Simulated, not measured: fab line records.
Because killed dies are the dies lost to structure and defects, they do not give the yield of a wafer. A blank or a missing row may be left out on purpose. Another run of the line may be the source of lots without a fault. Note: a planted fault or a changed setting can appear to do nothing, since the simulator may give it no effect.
Chamber matching    flow gf180mcu    GF_SAB_ETCH_11 on rieDiel-03 has 4 sister chambers
The step etches SiO2 in C4F8/O2/Ar, target depth 55 nm, time 8.5 s. 8 wafers are shown with their chamber, then 7 later ones without.

== EACH WAFER AND ITS CHAMBER ==
wafer   chamber  oesProductAu (a.u.)  biasW (W)
L644.6  0        0.991                1202
L652.4  1        1.017                1204
L652.6  0        0.997                1204
L656.1  2        1.003                1199
L656.3  1        1.011                1193
L656.6  3        0.999                1201
L657.1  3        0.992                1200
L657.3  2        0.991                1202

== WAFERS WITH NO CHAMBER GIVEN ==
wafer   oesProductAu (a.u.)  biasW (W)
L657.4  0.991                1200
L661.1  0.998                1198
L661.2  0.996                1199
L661.5  0.998                1201
L663.4  0.986                1197
L663.5  0.992                1199
L663.6  1.019                1201

== CHAMBER TAKEN BY EACH ==
wafer   from the rows above           in truth
L657.4  can't be placed: 3 or 0 or 2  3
L661.1  can't be placed: 2 or 3 or 0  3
L661.2  can't be placed: 3 or 2 or 0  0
L661.5  can't be placed: 2 or 3 or 0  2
L663.4  can't be placed: 3 or 0 or 2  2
L663.5  can't be placed: 3 or 2 or 0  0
L663.6  1                             1
Placed correctly: 1 of 7. From these rows, 6 cannot be placed; in 6 the true chamber is one of the candidates. 0 placed wrongly.
How it was worked out, from the rows above alone: a wafer's distance from a chamber is the root of the sum, over the readings, of the square of ((its reading less the chamber's mean) divided by the reading's scatter). The wafer belongs to the nearest chamber; if the next one is less than 2 further off, it can't be placed. The mean given for a chamber averages the wafers shown for that chamber. How the scatter is found: for the shown wafers, subtract from each reading the mean of its chamber, square and add these, divide the total by (wafers less chambers), then take the root.
